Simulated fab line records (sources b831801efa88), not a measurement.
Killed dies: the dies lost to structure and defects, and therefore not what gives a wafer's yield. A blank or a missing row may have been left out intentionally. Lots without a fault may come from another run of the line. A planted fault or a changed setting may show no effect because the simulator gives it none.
fab line records / flow sky130
record: lots: 6 wafers: 18 last_day: 50
route steps=708 shown LDD_HVP@287 LDD_LDN@289
lots that met no fault: taken from a fault-free run of the same line
start_h: hours from the record's opening day to when the first of the lot's shown wafers began / wait_h: time in hours since the lot's previous step / " the same as in the row above / L1.1+2: one row covering several wafers at once / - no value, or no start given / * or withheld: withheld / < > ~ a bound
route shown NAME@n: NAME is a module with steps in the file, n the number in the route of the first one / usual: average and standard deviation across the fault-free wafers / same: alike in all rows / chamber/n: place in a boat / sites: each site's reading / _std_site: their standard deviation / _edge_site: outer sites' mean less inner sites' / radius_mm: for every site, how far away it sits from the centre of the wafer / mask NAME#n: copy n / behind: the tool/chamber that last shaped the wafer / hold: cause of the lot's hold/its duration in hours/its outcome / device: whichever transistor did not switch (one of n, p or np) / end of line: the tests these same wafers got at the end of their route / a step given without rows: its recipe and nothing more / killed: dies lost to structure and defects at the first sort, not the wafer's yield / map: shows each die of a wafer: x if killed, . if not, _ if none is there
set.NAME: the run value of the setting; set.NAME@STEP: its run value at that earlier step / model.NAME: the simulator's own value behind a step, which no gauge read
lots at some steps of the route; a table a step, a row a wafer
services: a tool's chamber out of use, with start hour (start_h, from the record's first day; less than 0 if before it), hours out, and reason
== steps ==
step: SKY_LDD_HVP_STRIP_09
recipe: chemistry: O2/N2 power_w: 1400 pressure_mtorr: 1500 platen_temp_c: withheld o2_flow_sccm: 3000 n2_flow_sccm: 300 overash_fraction: 0.5
usual: drypump_motor_current_A: 5.8/0.43 o2_flow_sccm: 2999/9 oes_product_au: 0.408/0.004 strip_time_to_endpoint_s: 4.131/0.016
lot.wafer=L725.2 tool=plasma_asher-04 chamber=0 start_h=513.58 wait_h=0.1 drypump_motor_current_A=6.0 o2_flow_sccm=2988 oes_product_au=0.408 rf_hours_counter_h=38 strip_time_to_endpoint_s=4.158
lot.wafer=L725.5 tool=plasma_asher-04 chamber=1 start_h=513.58 wait_h=0.1 drypump_motor_current_A=6.5 o2_flow_sccm=2999 oes_product_au=0.412 rf_hours_counter_h=- strip_time_to_endpoint_s=4.154
lot.wafer=L725.6 tool=plasma_asher-04 chamber=0 start_h=513.58 wait_h=0.1 drypump_motor_current_A=6.0 o2_flow_sccm=3011 oes_product_au=0.412 rf_hours_counter_h=- strip_time_to_endpoint_s=4.149
lot.wafer=L732.1 tool=plasma_asher-01 chamber=0 start_h=566.21 wait_h=0.1 drypump_motor_current_A=6.0 o2_flow_sccm=3008 oes_product_au=0.409 rf_hours_counter_h=72 strip_time_to_endpoint_s=4.128
lot.wafer=L732.3 tool=plasma_asher-01 chamber=0 start_h=566.21 wait_h=0.1 drypump_motor_current_A=6.0 o2_flow_sccm=3015 oes_product_au=0.409 rf_hours_counter_h=- strip_time_to_endpoint_s=4.126
lot.wafer=L732.6 tool=plasma_asher-01 chamber=1 start_h=566.21 wait_h=0.1 drypump_motor_current_A=5.3 o2_flow_sccm=3008 oes_product_au=0.404 rf_hours_counter_h=- strip_time_to_endpoint_s=4.137
lot.wafer=L742.3 tool=plasma_asher-01 chamber=0 start_h=651.77 wait_h=0.1 drypump_motor_current_A=6.0 o2_flow_sccm=2991 oes_product_au=0.405 rf_hours_counter_h=- strip_time_to_endpoint_s=4.138
lot.wafer=L742.5 tool=plasma_asher-01 chamber=0 start_h=651.77 wait_h=0.1 drypump_motor_current_A=6.0 o2_flow_sccm=2989 oes_product_au=0.408 rf_hours_counter_h=- strip_time_to_endpoint_s=4.133
lot.wafer=L742.6 tool=plasma_asher-01 chamber=1 start_h=651.77 wait_h=0.1 drypump_motor_current_A=5.3 o2_flow_sccm=3011 oes_product_au=0.411 rf_hours_counter_h=- strip_time_to_endpoint_s=4.136
lot.wafer=L743.1 tool=plasma_asher-02 chamber=0 start_h=660.03 wait_h=0.1 drypump_motor_current_A=5.6 o2_flow_sccm=3007 oes_product_au=0.407 rf_hours_counter_h=107 strip_time_to_endpoint_s=4.126
lot.wafer=L743.2 tool=plasma_asher-02 chamber=1 start_h=660.03 wait_h=0.1 drypump_motor_current_A=5.3 o2_flow_sccm=2996 oes_product_au=0.412 rf_hours_counter_h=107 strip_time_to_endpoint_s=4.127
lot.wafer=L743.5 tool=plasma_asher-02 chamber=0 start_h=660.03 wait_h=0.1 drypump_motor_current_A=5.6 o2_flow_sccm=2994 oes_product_au=0.411 rf_hours_counter_h=- strip_time_to_endpoint_s=4.146
lot.wafer=L746.1 tool=plasma_asher-04 chamber=1 start_h=680.63 wait_h=0.1 drypump_motor_current_A=6.5 o2_flow_sccm=2975 oes_product_au=0.409 rf_hours_counter_h=55 strip_time_to_endpoint_s=4.112
lot.wafer=L746.4 tool=plasma_asher-04 chamber=1 start_h=680.63 wait_h=0.1 drypump_motor_current_A=6.5 o2_flow_sccm=2986 oes_product_au=0.402 rf_hours_counter_h=- strip_time_to_endpoint_s=4.147
lot.wafer=L746.5 tool=plasma_asher-04 chamber=1 start_h=680.63 wait_h=0.1 drypump_motor_current_A=6.5 o2_flow_sccm=2989 oes_product_au=0.408 rf_hours_counter_h=- strip_time_to_endpoint_s=4.136
lot.wafer=L747.2 tool=plasma_asher-04 chamber=0 start_h=683.73 wait_h=0.1 drypump_motor_current_A=6.1 o2_flow_sccm=2987 oes_product_au=0.407 rf_hours_counter_h=56 strip_time_to_endpoint_s=4.161
lot.wafer=L747.3 tool=plasma_asher-04 chamber=1 start_h=683.73 wait_h=0.1 drypump_motor_current_A=6.5 o2_flow_sccm=3000 oes_product_au=0.410 rf_hours_counter_h=- strip_time_to_endpoint_s=4.153
lot.wafer=L747.5 tool=plasma_asher-04 chamber=0 start_h=683.73 wait_h=0.1 drypump_motor_current_A=6.0 o2_flow_sccm=2989 oes_product_au=0.401 rf_hours_counter_h=- strip_time_to_endpoint_s=4.132
step: SKY_LDD_HVP_TW_MEAS_10
usual: LDD_HVP_TW: 449/3.6
lot.wafer=L725.2 tool=film_metro-04 chamber=- start_h=513.69 wait_h=0.1 LDD_HVP_TW=453
lot.wafer=L725.5 tool=film_metro-04 chamber=- start_h=513.69 wait_h=0.1 LDD_HVP_TW=454
lot.wafer=L725.6 tool=film_metro-04 chamber=- start_h=513.69 wait_h=0.1 LDD_HVP_TW=456
lot.wafer=L732.1 tool=film_metro-01 chamber=- start_h=566.31 wait_h=0.1 LDD_HVP_TW=443
lot.wafer=L732.3 tool=film_metro-01 chamber=- start_h=566.31 wait_h=0.1 LDD_HVP_TW=440
lot.wafer=L732.6 tool=film_metro-01 chamber=- start_h=566.31 wait_h=0.1 LDD_HVP_TW=447
lot.wafer=L742.3 tool=film_metro-03 chamber=- start_h=651.85 wait_h=0.1 LDD_HVP_TW=447
lot.wafer=L742.5 tool=film_metro-03 chamber=- start_h=651.85 wait_h=0.1 LDD_HVP_TW=450
lot.wafer=L742.6 tool=film_metro-03 chamber=- start_h=651.85 wait_h=0.1 LDD_HVP_TW=449
lot.wafer=L743.1 tool=film_metro-01 chamber=- start_h=660.13 wait_h=0.1 LDD_HVP_TW=441
lot.wafer=L743.2 tool=film_metro-01 chamber=- start_h=660.13 wait_h=0.1 LDD_HVP_TW=443
lot.wafer=L743.5 tool=film_metro-01 chamber=- start_h=660.13 wait_h=0.1 LDD_HVP_TW=443
lot.wafer=L746.1 tool=film_metro-04 chamber=- start_h=680.73 wait_h=0.1 LDD_HVP_TW=450
lot.wafer=L746.4 tool=film_metro-04 chamber=- start_h=680.73 wait_h=0.1 LDD_HVP_TW=451
lot.wafer=L746.5 tool=film_metro-04 chamber=- start_h=680.73 wait_h=0.1 LDD_HVP_TW=450
lot.wafer=L747.2 tool=film_metro-01 chamber=- start_h=683.84 wait_h=0.1 LDD_HVP_TW=444
lot.wafer=L747.3 tool=film_metro-01 chamber=- start_h=683.84 wait_h=0.1 LDD_HVP_TW=444
lot.wafer=L747.5 tool=film_metro-01 chamber=- start_h=683.84 wait_h=0.1 LDD_HVP_TW=448
step: SKY_LDD_LDN_DEHYDRATE_00
recipe: temp_c: 200 time_s: 60
step: SKY_LDD_LDN_HMDS_01
recipe: prime_time_s: 60 prime_temp_c: 120
step: SKY_LDD_LDN_COAT_02
recipe: resist: NOVOLAK spin_rpm: 3000 resist_thk_nm: 1140
step: SKY_LDD_LDN_SOFTBAKE_03
recipe: temp_c: 90 time_s: 60 resist: NOVOLAK
step: SKY_LDD_LDN_EXPOSE_04
recipe: mask_id: LDNTM na: 0.6 source_shape: conventional sigma_outer: 0.6 polarization: unpolarized target_cd_nm: 700 dose_mj: 140
step: SKY_LDD_LDN_PEB_05
recipe: temp_c: withheld time_s: * resist: NOVOLAK
step: SKY_LDD_LDN_DEVELOP_06
recipe: resist: NOVOLAK developer: TMAH develop_time_s: 60 dev_temp_c: 23
step: SKY_LDD_LDN_OVL_MEAS_07
usual: LDD_LDN_OVL: 0.7/1.4
lot.wafer=L725.2 tool=overlay-02 chamber=- start_h=543.68 wait_h=0.1 LDD_LDN_OVL[nm]=0.9
lot.wafer=L725.5 tool=overlay-02 chamber=- start_h=543.68 wait_h=0.1 LDD_LDN_OVL[nm]=1.6
lot.wafer=L725.6 tool=overlay-02 chamber=- start_h=543.68 wait_h=0.1 LDD_LDN_OVL[nm]=1.6
lot.wafer=L732.1 tool=overlay-01 chamber=- start_h=595.62 wait_h=0.1 LDD_LDN_OVL[nm]=1.2
lot.wafer=L732.3 tool=overlay-01 chamber=- start_h=595.62 wait_h=0.1 LDD_LDN_OVL[nm]=0.3
lot.wafer=L732.6 tool=overlay-01 chamber=- start_h=595.62 wait_h=0.1 LDD_LDN_OVL[nm]=0.2
lot.wafer=L742.3 tool=overlay-01 chamber=- start_h=679.49 wait_h=0.1 LDD_LDN_OVL[nm]=1.9
lot.wafer=L742.5 tool=overlay-01 chamber=- start_h=679.49 wait_h=0.1 LDD_LDN_OVL[nm]=1.8
lot.wafer=L742.6 tool=overlay-01 chamber=- start_h=679.49 wait_h=0.1 LDD_LDN_OVL[nm]=1.6
lot.wafer=L743.1 tool=overlay-02 chamber=- start_h=687.30 wait_h=0.1 LDD_LDN_OVL[nm]=1.4
lot.wafer=L743.2 tool=overlay-02 chamber=- start_h=687.30 wait_h=0.1 LDD_LDN_OVL[nm]=0.5
lot.wafer=L743.5 tool=overlay-02 chamber=- start_h=687.30 wait_h=0.1 LDD_LDN_OVL[nm]=1.4
lot.wafer=L746.1 tool=overlay-02 chamber=- start_h=708.57 wait_h=0.1 LDD_LDN_OVL[nm]=0.6
lot.wafer=L746.4 tool=overlay-02 chamber=- start_h=708.57 wait_h=0.1 LDD_LDN_OVL[nm]=-1.4
lot.wafer=L746.5 tool=overlay-02 chamber=- start_h=708.57 wait_h=0.1 LDD_LDN_OVL[nm]=1.3
lot.wafer=L747.2 tool=overlay-02 chamber=- start_h=711.93 wait_h=0.1 LDD_LDN_OVL[nm]=1.7
lot.wafer=L747.3 tool=overlay-02 chamber=- start_h=711.93 wait_h=0.1 LDD_LDN_OVL[nm]=0.8
lot.wafer=L747.5 tool=overlay-02 chamber=- start_h=711.93 wait_h=0.1 LDD_LDN_OVL[nm]=1.3
step: SKY_LDD_LDN_IMPLANT_08
recipe: species: As energy_kev: 15 dose_cm2: 1.25e+13 tilt_deg: withheld rotation_deg: 23
step: SKY_LDD_LDN_IMPLANT_09
recipe: species: As energy_kev: 15 dose_cm2: 1.25e+13 tilt_deg: withheld rotation_deg: 113
step: SKY_LDD_LDN_IMPLANT_10
recipe: species: As energy_kev: 15 dose_cm2: 1.25e+13 tilt_deg: withheld rotation_deg: 203
usual: beam_energy_keV: 15.000/0.0047 beam_on_s: 9.98/0.19
lot.wafer=L725.2 tool=implanter-04 chamber=0 start_h=544.04 wait_h=0.1 beam_energy_keV=14.994 beam_on_s=9.68
lot.wafer=L725.5 tool=implanter-04 chamber=0 start_h=544.04 wait_h=0.1 beam_energy_keV=14.998 beam_on_s=10.01
lot.wafer=L725.6 tool=implanter-04 chamber=0 start_h=544.04 wait_h=0.1 beam_energy_keV=15.001 beam_on_s=9.94
lot.wafer=L732.1 tool=implanter-02 chamber=0 start_h=595.96 wait_h=0.1 beam_energy_keV=14.994 beam_on_s=9.70
lot.wafer=L732.3 tool=implanter-02 chamber=0 start_h=595.96 wait_h=0.1 beam_energy_keV=14.998 beam_on_s=9.69
lot.wafer=L732.6 tool=implanter-02 chamber=0 start_h=595.96 wait_h=0.1 beam_energy_keV=14.996 beam_on_s=9.96
lot.wafer=L742.3 tool=implanter-04 chamber=- start_h=679.86 wait_h=0.1 beam_energy_keV=- beam_on_s=-
lot.wafer=L742.5 tool=implanter-04 chamber=- start_h=679.86 wait_h=0.1 beam_energy_keV=- beam_on_s=-
lot.wafer=L742.6 tool=implanter-04 chamber=- start_h=679.86 wait_h=0.1 beam_energy_keV=- beam_on_s=-
lot.wafer=L743.1 tool=implanter-01 chamber=- start_h=687.63 wait_h=0.1 beam_energy_keV=- beam_on_s=-
lot.wafer=L743.2 tool=implanter-01 chamber=- start_h=687.63 wait_h=0.1 beam_energy_keV=- beam_on_s=-
lot.wafer=L743.5 tool=implanter-01 chamber=- start_h=687.63 wait_h=0.1 beam_energy_keV=- beam_on_s=-
lot.wafer=L746.1 tool=implanter-02 chamber=0 start_h=708.91 wait_h=0.1 beam_energy_keV=14.997 beam_on_s=10.01
lot.wafer=L746.4 tool=implanter-02 chamber=0 start_h=708.91 wait_h=0.1 beam_energy_keV=15.001 beam_on_s=9.93
lot.wafer=L746.5 tool=implanter-02 chamber=0 start_h=708.91 wait_h=0.1 beam_energy_keV=14.992 beam_on_s=10.04
lot.wafer=L747.2 tool=implanter-01 chamber=0 start_h=712.29 wait_h=0.1 beam_energy_keV=15.001 beam_on_s=9.94
lot.wafer=L747.3 tool=implanter-01 chamber=0 start_h=712.29 wait_h=0.1 beam_energy_keV=15.003 beam_on_s=10.43
lot.wafer=L747.5 tool=implanter-01 chamber=0 start_h=712.29 wait_h=0.1 beam_energy_keV=15.004 beam_on_s=10.15
step: SKY_LDD_LDN_IMPLANT_11
recipe: species: As energy_kev: 15 dose_cm2: 1.25e+13 tilt_deg: withheld rotation_deg: 293
step: SKY_LDD_LDN_STRIP_12
recipe: chemistry: O2/N2 power_w: 1400 pressure_mtorr: 1500 platen_temp_c: withheld o2_flow_sccm: 3000 n2_flow_sccm: 300 overash_fraction: 0.5
usual: drypump_motor_current_A: 5.4/0.47 o2_flow_sccm: 3001/8.8 oes_product_au: 0.716/0.0049 strip_time_to_endpoint_s: 14.18/0.038
lot.wafer=L725.2 tool=plasma_asher-02 chamber=0 start_h=544.31 wait_h=0.1 drypump_motor_current_A=5.6 o2_flow_sccm=2992 oes_product_au=0.715 rf_hours_counter_h=95 strip_time_to_endpoint_s=14.21
lot.wafer=L725.5 tool=plasma_asher-02 chamber=1 start_h=544.31 wait_h=0.1 drypump_motor_current_A=5.3 o2_flow_sccm=3009 oes_product_au=0.722 rf_hours_counter_h=- strip_time_to_endpoint_s=14.22
lot.wafer=L725.6 tool=plasma_asher-02 chamber=0 start_h=544.31 wait_h=0.1 drypump_motor_current_A=5.6 o2_flow_sccm=2999 oes_product_au=0.713 rf_hours_counter_h=- strip_time_to_endpoint_s=14.21
lot.wafer=L732.1 tool=plasma_asher-02 chamber=1 start_h=596.26 wait_h=0.1 drypump_motor_current_A=5.3 o2_flow_sccm=3004 oes_product_au=0.709 rf_hours_counter_h=100 strip_time_to_endpoint_s=14.23
lot.wafer=L732.3 tool=plasma_asher-02 chamber=0 start_h=596.26 wait_h=0.1 drypump_motor_current_A=5.6 o2_flow_sccm=2990 oes_product_au=0.709 rf_hours_counter_h=- strip_time_to_endpoint_s=14.22
lot.wafer=L732.6 tool=plasma_asher-02 chamber=1 start_h=596.26 wait_h=0.1 drypump_motor_current_A=5.3 o2_flow_sccm=3002 oes_product_au=0.725 rf_hours_counter_h=- strip_time_to_endpoint_s=14.19
lot.wafer=L742.3 tool=plasma_asher-03 chamber=0 start_h=680.21 wait_h=0.2 drypump_motor_current_A=4.7 o2_flow_sccm=3013 oes_product_au=0.714 rf_hours_counter_h=- strip_time_to_endpoint_s=14.09
lot.wafer=L742.5 tool=plasma_asher-03 chamber=1 start_h=680.21 wait_h=0.2 drypump_motor_current_A=5.9 o2_flow_sccm=2990 oes_product_au=0.719 rf_hours_counter_h=- strip_time_to_endpoint_s=14.10
lot.wafer=L742.6 tool=plasma_asher-03 chamber=0 start_h=680.21 wait_h=0.2 drypump_motor_current_A=4.7 o2_flow_sccm=2997 oes_product_au=0.719 rf_hours_counter_h=- strip_time_to_endpoint_s=14.14
lot.wafer=L743.1 tool=plasma_asher-03 chamber=1 start_h=687.93 wait_h=0.1 drypump_motor_current_A=5.9 o2_flow_sccm=3015 oes_product_au=0.710 rf_hours_counter_h=24 strip_time_to_endpoint_s=14.23
lot.wafer=L743.2 tool=plasma_asher-03 chamber=0 start_h=687.93 wait_h=0.1 drypump_motor_current_A=4.7 o2_flow_sccm=2993 oes_product_au=0.718 rf_hours_counter_h=24 strip_time_to_endpoint_s=14.19
lot.wafer=L743.5 tool=plasma_asher-03 chamber=1 start_h=687.93 wait_h=0.1 drypump_motor_current_A=5.9 o2_flow_sccm=3005 oes_product_au=0.722 rf_hours_counter_h=- strip_time_to_endpoint_s=14.23
lot.wafer=L746.1 tool=plasma_asher-03 chamber=1 start_h=709.21 wait_h=0.1 drypump_motor_current_A=5.8 o2_flow_sccm=3001 oes_product_au=0.717 rf_hours_counter_h=27 strip_time_to_endpoint_s=14.18
lot.wafer=L746.4 tool=plasma_asher-03 chamber=1 start_h=709.21 wait_h=0.1 drypump_motor_current_A=5.8 o2_flow_sccm=3009 oes_product_au=0.716 rf_hours_counter_h=- strip_time_to_endpoint_s=14.24
lot.wafer=L746.5 tool=plasma_asher-03 chamber=1 start_h=709.21 wait_h=0.1 drypump_motor_current_A=5.8 o2_flow_sccm=3010 oes_product_au=0.715 rf_hours_counter_h=- strip_time_to_endpoint_s=14.19
lot.wafer=L747.2 tool=plasma_asher-01 chamber=0 start_h=712.56 wait_h=0.1 drypump_motor_current_A=6.0 o2_flow_sccm=3004 oes_product_au=0.719 rf_hours_counter_h=86 strip_time_to_endpoint_s=14.17
lot.wafer=L747.3 tool=plasma_asher-01 chamber=0 start_h=712.56 wait_h=0.1 drypump_motor_current_A=6.0 o2_flow_sccm=2995 oes_product_au=0.714 rf_hours_counter_h=- strip_time_to_endpoint_s=14.19
lot.wafer=L747.5 tool=plasma_asher-01 chamber=1 start_h=712.56 wait_h=0.1 drypump_motor_current_A=5.3 o2_flow_sccm=3003 oes_product_au=0.722 rf_hours_counter_h=- strip_time_to_endpoint_s=14.11
step: SKY_LDD_LDN_TW_MEAS_13
usual: LDD_LDN_TW: 1470/12
lot.wafer=L725.2 tool=film_metro-03 chamber=- start_h=544.42 wait_h=0.1 hold=- LDD_LDN_TW=1459
lot.wafer=L725.5 tool=film_metro-03 chamber=- start_h=544.42 wait_h=0.1 hold=- LDD_LDN_TW=1450
lot.wafer=L725.6 tool=film_metro-03 chamber=- start_h=544.42 wait_h=0.1 hold=- LDD_LDN_TW=1446
lot.wafer=L732.1 tool=film_metro-02 chamber=- start_h=596.36 wait_h=0.1 hold=- LDD_LDN_TW=1493
lot.wafer=L732.3 tool=film_metro-02 chamber=- start_h=596.36 wait_h=0.1 hold=- LDD_LDN_TW=1487
lot.wafer=L732.6 tool=film_metro-02 chamber=- start_h=596.36 wait_h=0.1 hold=- LDD_LDN_TW=1486
lot.wafer=L742.3 tool=film_metro-04 chamber=- start_h=680.30 wait_h=0.1 hold=await_dispo/0.2h/release LDD_LDN_TW=1344
lot.wafer=L742.5 tool=film_metro-04 chamber=- start_h=680.30 wait_h=0.1 hold=await_dispo/0.2h/release LDD_LDN_TW=1339
lot.wafer=L742.6 tool=film_metro-04 chamber=- start_h=680.30 wait_h=0.1 hold=await_dispo/0.2h/release LDD_LDN_TW=1342
lot.wafer=L742.3 tool=film_metro-04 chamber=- start_h=680.53 wait_h=0.2 hold=- LDD_LDN_TW=1341
lot.wafer=L742.5 tool=film_metro-04 chamber=- start_h=680.53 wait_h=0.2 hold=- LDD_LDN_TW=1339
lot.wafer=L742.6 tool=film_metro-04 chamber=- start_h=680.53 wait_h=0.2 hold=- LDD_LDN_TW=1337
lot.wafer=L743.1 tool=film_metro-04 chamber=- start_h=688.03 wait_h=0.1 hold=await_dispo/0.2h/release LDD_LDN_TW=1352
lot.wafer=L743.2 tool=film_metro-04 chamber=- start_h=688.03 wait_h=0.1 hold=await_dispo/0.2h/release LDD_LDN_TW=1343
lot.wafer=L743.5 tool=film_metro-04 chamber=- start_h=688.03 wait_h=0.1 hold=await_dispo/0.2h/release LDD_LDN_TW=1345
lot.wafer=L743.1 tool=film_metro-04 chamber=- start_h=688.37 wait_h=0.3 hold=- LDD_LDN_TW=1347
lot.wafer=L743.2 tool=film_metro-04 chamber=- start_h=688.37 wait_h=0.3 hold=- LDD_LDN_TW=1341
lot.wafer=L743.5 tool=film_metro-04 chamber=- start_h=688.37 wait_h=0.3 hold=- LDD_LDN_TW=1344
lot.wafer=L746.1 tool=film_metro-04 chamber=- start_h=709.31 wait_h=0.1 hold=- LDD_LDN_TW=1474
lot.wafer=L746.4 tool=film_metro-04 chamber=- start_h=709.31 wait_h=0.1 hold=- LDD_LDN_TW=1476
lot.wafer=L746.5 tool=film_metro-04 chamber=- start_h=709.31 wait_h=0.1 hold=- LDD_LDN_TW=1473
lot.wafer=L747.2 tool=film_metro-04 chamber=- start_h=712.67 wait_h=0.1 hold=- LDD_LDN_TW=1476
lot.wafer=L747.3 tool=film_metro-04 chamber=- start_h=712.67 wait_h=0.1 hold=- LDD_LDN_TW=1476
lot.wafer=L747.5 tool=film_metro-04 chamber=- start_h=712.67 wait_h=0.1 hold=- LDD_LDN_TW=1477
== services ==
tool=implanter-04 chamber=- start_h=525.77 hours=9.0 kind=repair
tool=plasma_asher-01 chamber=- start_h=528.85 hours=9.4 kind=repair
tool=implanter-01 chamber=- start_h=531.52 hours=2.8 kind=repair
tool=plasma_asher-04 chamber=- start_h=547.36 hours=5.3 kind=repair
tool=plasma_asher-02 chamber=- start_h=556.55 hours=1.0 kind=repair
tool=implanter-04 chamber=- start_h=569.35 hours=4.8 kind=pm
tool=implanter-01 chamber=- start_h=572.61 hours=19.6 kind=pm
tool=implanter-02 chamber=- start_h=578.69 hours=2.2 kind=repair
tool=implanter-01 chamber=- start_h=592.19 hours=1.0 kind=repair
tool=plasma_asher-01 chamber=- start_h=593.20 hours=0.7 kind=repair
tool=implanter-04 chamber=- start_h=595.89 hours=1.7 kind=repair
tool=implanter-01 chamber=- start_h=607.51 hours=19.4 kind=pm
tool=implanter-04 chamber=- start_h=626.97 hours=3.2 kind=repair
tool=implanter-01 chamber=- start_h=633.29 hours=5.2 kind=pm
tool=implanter-04 chamber=- start_h=646.46 hours=3.0 kind=repair
tool=implanter-02 chamber=- start_h=648.57 hours=1.7 kind=repair
tool=plasma_asher-01 chamber=- start_h=652.23 hours=0.6 kind=repair
tool=plasma_asher-02 chamber=- start_h=676.57 hours=8.3 kind=repair
tool=plasma_asher-02 chamber=- start_h=679.12 hours=1.8 kind=repair
tool=plasma_asher-01 chamber=- start_h=679.83 hours=4.3 kind=pm
tool=implanter-02 chamber=- start_h=688.69 hours=2.9 kind=repair
tool=plasma_asher-04 chamber=- start_h=691.78 hours=16.8 kind=repair
tool=plasma_asher-02 chamber=- start_h=697.77 hours=1.1 kind=repair
tool=implanter-02 chamber=- start_h=705.97 hours=1.0 kind=repair
== key ==
first_sign: step: SKY_LDD_LDN_IMPLANT_10 reading: tool_record direction: missing
effect: step: SKY_LDD_LDN_TW_MEAS_13 reading: visit direction: added
effect: step: SKY_LDD_LDN_TW_MEAS_13 reading: LDD_LDN_TW direction: down sigmas: 10 usual: 1470 struck: 1344
met_at SKY_LDD_LDN_IMPLANT_10
struck_wafers L742.3,L742.5,L742.6,L743.1,L743.2,L743.5
later_rows_left_out L742.3,L742.5,L742.6,L743.1,L743.2,L743.5
sort_left_out L742.3,L742.5,L742.6,L743.1,L743.2,L743.5
tester_left_out L742,L743
onset_between 544.04 679.86
fault: kind: skipped_step_whole tool: implanter-01,implanter-04 chamber: - onset_h: 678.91 steps: SKY_LDD_LDN_IMPLANT_10 scope: struck_lots_only
tester_left_out: of these lots the tester's yield and bins aren't shown, on N5 and GAA mostly nor the transistor test; their killed dies are dies lost to structure and defects alone, not to doping, threshold or leakage, so they don't give the yield
sort_left_out: the simulated sort isn't trusted on such a fault, so these wafers' sort isn't shown, and their yield isn't known
later_rows_left_out: the simulator's readings of these wafers behind a module that went badly wrong aren't trusted and aren't shown, but for the sort
